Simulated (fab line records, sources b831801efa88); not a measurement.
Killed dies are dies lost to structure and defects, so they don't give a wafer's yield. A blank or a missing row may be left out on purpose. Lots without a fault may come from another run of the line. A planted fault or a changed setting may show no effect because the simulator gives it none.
A struck lot beside a sound one | flow sky130 | 40 steps out of a route of 708
Sound: wafers L441.3, L441.4, L441.5. Struck: wafers L457.2, L457.4, L457.6. The cause comes at the end.
At each step with rows: each side's tool, then ch and its chambers, then its first start. Under that, the readings that differ: sound wafers | struck wafers | difference of the means | sigmas: that difference in standard deviations of wafers without a fault.
alike: readings whose means differ by less than 2 such deviations, and words and numbers that are the same on both sides. not compared: withheld readings, readings that some wafer has no value for, bounds like >300 that may hide the same value, and numbers for which the record gives no deviation and whose values overlap.
The two part at a step that has a row with sigmas, a row that says differs or no value, or rows on one side only. Numbers that don't overlap but have no deviation are shown without sigmas and don't part them. A reading that every wafer of one side lacks parts them only if that side has two wafers or more.

first, 4 steps without rows for these wafers: SKY_VIA2_STRIP_17 (strips in post etch residue remover, time 1200 s); SKY_VIA2_CLEAN_18 (cleans in IPA, time 180 s); SKY_VIA2_CLEAN_19 (cleans in O3/DIW); SKY_VIA2_SPUTTER_20 (material TiN, target thk 20 nm, time 80 s).
SKY_VIA2_CVD_21: deposits W, target thk 420 nm, time 126.4 s.
  sound on cvd_w-02 ch 0,1, day 37 22:17; struck on cvd_w-01 ch 0,1, day 43 02:01
  alike: heater_power_w
SKY_VIA2_RS_MEAS_22: measures by four-point-probe.
  sound on film_metro-02, day 37 22:25; struck on film_metro-03, day 43 02:10
  alike: VIA2_W_RS
SKY_VIA2_THK_MEAS_23: measures by xrf.
  sound on film_metro-02, day 37 22:31; struck on film_metro-03, day 43 02:16
  alike: VIA2_W_THK
SKY_VIA2_CMP_24: polishes, stops on SiO2, t overpolish 20 s, target thk 0 nm.
  sound on cmp-01 ch 0,1,2, day 37 22:36; struck on cmp-01 ch 0,3, day 43 02:19
  alike: head_pressure_psi, motor_current_A, overpolish_run_s, platen_rpm, slurry_filter_dp_kPa, time_to_endpoint_s
then, 1 step without rows for these wafers: SKY_METAL3_SPUTTER_00 (material Ti, target thk 15 nm, time 10 s).
SKY_METAL3_SPUTTER_01: material TiN, target thk 20 nm, time 16.7 s.
  sound on pvd_sputter-02, day 37 22:52; struck on pvd_sputter-01, day 43 02:39
  alike: cathode_dc_power_W, chamber_pressure_pa, throttle_valve_pct
then, 1 step without rows for these wafers: SKY_METAL3_SPUTTER_02 (material AlCu, target thk 735 nm, time 39.1 s).
SKY_METAL3_SPUTTER_03: material Ti, target thk 5 nm, time 3.3 s.
  sound on pvd_sputter-02, day 37 22:56; struck on pvd_sputter-01, day 43 02:43
  alike: cathode_dc_power_W, chamber_pressure_pa, throttle_valve_pct
SKY_METAL3_SPUTTER_04: material TiN, target thk 70 nm, time 58.3 s.
  sound on pvd_sputter-02, day 37 22:58; struck on pvd_sputter-01, day 43 02:44
  no value came back on the struck wafers for cathode_dc_power_W (W), chamber_pressure_pa (Pa), throttle_valve_pct (%); on the sound wafers cathode_dc_power_W (W) reads 6501.4 6499.7 6498.7
then, 9 steps without rows for these wafers: SKY_CAPM_CVD_00 (deposits SiO2, target thk 15.5 nm); SKY_CAPM_SPUTTER_02 (material TiN, target thk 200 nm, time 166.7 s); SKY_CAPM_DEHYDRATE_05 (time 60 s); SKY_CAPM_HMDS_06 (prime time 60 s); SKY_CAPM_COAT_07 (resist thk 1140 nm); SKY_CAPM_SOFTBAKE_08 (time 60 s); SKY_CAPM_EXPOSE_09 (exposes mask CAPM, target cd 1000 nm); SKY_CAPM_PEB_10; SKY_CAPM_DEVELOP_11 (develop time 60 s).
SKY_CAPM_OVL_MEAS_12:
  sound on overlay-02, day 39 00:05; struck on overlay-01, day 44 01:21
  alike: CAPM_OVL
then, 1 step without rows for these wafers: SKY_CAPM_METAL_ETCH_13 (etches TiN in Cl2/BCl3, stops on SiO2, target depth 220 nm, time 62.9 s).
SKY_CAPM_STRIP_14: strips in O2/N2.
  sound on plasma_asher-04 ch 0,1, day 39 00:17; struck on plasma_asher-04 ch 0,1, day 44 01:28
  alike: chamber_pressure_mTorr, drypump_motor_current_A, oes_product_au, strip_time_to_endpoint_s
  not compared: rf_hours_counter_h
then, 11 steps without rows for these wafers: SKY_CAPM_STRIP_15 (strips in post etch residue remover, time 1200 s); SKY_CAPM_CLEAN_16 (cleans in IPA, time 180 s); SKY_CAPM_CLEAN_17 (cleans in O3/DIW); SKY_METAL3_DEHYDRATE_05 (time 60 s); SKY_METAL3_HMDS_06 (prime time 60 s); SKY_METAL3_COAT_07 (resist thk 60 nm); SKY_METAL3_COAT_08 (resist thk 1140 nm); SKY_METAL3_SOFTBAKE_09 (time 90 s); SKY_METAL3_EXPOSE_10 (exposes mask MM3, target cd 300 nm); SKY_METAL3_PEB_11; SKY_METAL3_DEVELOP_12 (develop time 60 s).
SKY_METAL3_CD_MEAS_13: target cd 300 nm.
  sound on cd_sem-01, day 40 01:49; struck on cd_sem-02, day 45 00:23
  alike: cd_nm
SKY_METAL3_OVL_MEAS_14:
  sound on overlay-02, day 40 01:54; struck on overlay-01, day 45 00:30
  reading         | sound      | struck | difference | sigmas
  METAL3_OVL (nm) | -15 -5 -11 | -1 2 3 | +12        | +2
then, 1 step without rows for these wafers: SKY_METAL3_DESCUM_15 (chemistry O2, time 8 s).
SKY_METAL3_METAL_ETCH_18: etches the open film in Cl2/BCl3, stops on SiO2, target depth 845 nm, time 183.1 s.
  sound on rie_metal-01 ch 0,1, day 40 02:16; struck on rie_metal-03 ch 0, day 45 00:40
  reading               | sound             | struck            | difference | sigmas
  oes_product_au (a.u.) | 0.868 0.875 0.875 | 0.838 0.838 0.822 | -0.040     | -6
  alike: chamber_pressure_mTorr, drypump_motor_current_A, throttle_valve_pct
  not compared: rf_hours_counter_h

WHERE THEY PART
First at SKY_METAL3_SPUTTER_04; last, within this record, at SKY_METAL3_METAL_ETCH_18.

WHY: what the simulator had put in
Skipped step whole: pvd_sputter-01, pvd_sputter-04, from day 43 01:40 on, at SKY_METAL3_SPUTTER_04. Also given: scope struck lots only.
